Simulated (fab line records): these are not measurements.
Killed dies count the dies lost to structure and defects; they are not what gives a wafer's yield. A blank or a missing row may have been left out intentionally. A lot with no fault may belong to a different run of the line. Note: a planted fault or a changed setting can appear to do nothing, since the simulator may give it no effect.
Problem report in the 8D (eight disciplines) form, filled by code | flow sky130 | the parts of the form that need people (team, actions taken, sign-off) are left out

== 1. WHAT IS WRONG ==
Across 6 wafers from 2 lots, VT_ADJUST_LVTN_2_TW at SKY_VT_ADJUST_LVTN_TW_MEAS_21 averages 133.2, while fault-free wafers read 187.9 with a standard deviation of 1.2. Measured from the usual mean, that is -46 standard deviations.
Earliest sighting: wafer L494.3 on film metro-02 at day 12 18:36. At this step, 39 wafers from 13 lots have a number in the record. Rule for "out", or "out of limits": more than 4 standard deviations from the usual mean. All remaining wafers that have a number are taken as sound.

== 2. WHAT IT IS AND WHAT IT IS NOT ==
question                    | is                           | is not
which readings at this step | VT_ADJUST_LVTN_2_TW          | -
which lots                  | L494, L495                   | L477, L479, L481, L482, L485, L489, L490, L493, L498, L499, L500
which wafers of those lots  | all that have a number       | -
read on which gauges        | film metro-01, film metro-02 | film metro-03
when                        | from day 12 18:36            | up to then (24 sound wafers); but 9 sound wafers of L498, L499, L500 came after

== 3. SUSPECTS, AND WHAT RULES EACH OUT ==
Counting: a tool stays on the suspect list if, at a process step up to the reading, it processed all lots that are out and no sound lot following the first of them.
- the gauge at SKY_VT_ADJUST_LVTN_TW_MEAS_21 is ruled out. Those wafers that are out were read across 2 gauges (film metro-01, film metro-02).
- implanter-03 at SKY_VT_ADJUST_LVTN_IMPLANT_19: kept. It ran every lot that is out, first L494 (day 12 18:23), and no sound lot after that; its last sound lot up to then is L493 (day 12 02:23). Its own dose ions cm2, faraday current uA readings are out on those wafers.
After counting, what remains is implanter-03 at SKY_VT_ADJUST_LVTN_IMPLANT_19.

== 4. THE CAUSE (what the simulator had put in) ==
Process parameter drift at SKY_VT_ADJUST_LVTN_IMPLANT_19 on implanter-03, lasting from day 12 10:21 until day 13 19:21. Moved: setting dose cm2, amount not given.
The count eliminated every tool but this one.

== 5. THE EFFECT CHAIN, in route order ==
Rows list readings where the struck wafers' mean (over those with a number) sits beyond 3 standard deviations from the usual. Only readings for which the record gives a usual standard deviation are gone through. hours: the time from each lot's start at the first step in this table that gives one to its start at this step, as a median over the lots. sigmas: the change in usual standard deviations.
hours | step                          | reading             | usual   | on struck wafers | change   | sigmas
0     | SKY_VT_ADJUST_LVTN_IMPLANT_19 | dose ions cm2       | 6.5e+11 | 1.8e+11          | -4.7e+11 | -99 or more
0     | SKY_VT_ADJUST_LVTN_IMPLANT_19 | faraday current uA  | 3.66    | 1.01             | -2.65    | -36
0     | SKY_VT_ADJUST_LVTN_TW_MEAS_21 | VT_ADJUST_LVTN_2_TW | 187.9   | 133.2            | -54.7    | -46
Process steps it contains:
- SKY_VT_ADJUST_LVTN_IMPLANT_19

== 6. WHAT WOULD HAVE CAUGHT IT SOONER ==
The first out-of-limits reading at a measuring or inspecting step in this record came at day 12 18:36, 8 hours after the fault's start at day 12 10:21.
Tool's own readings at SKY_VT_ADJUST_LVTN_IMPLANT_19, dose ions cm2, faraday current uA: out on all struck wafers the step has rows for; an alarm limit on them would have tripped on the first.
L495, from the lots that are out (2), started SKY_VT_ADJUST_LVTN_IMPLANT_19 on implanter-03 later than day 12 18:36. It would have been spared by a hold on the tool at that moment.
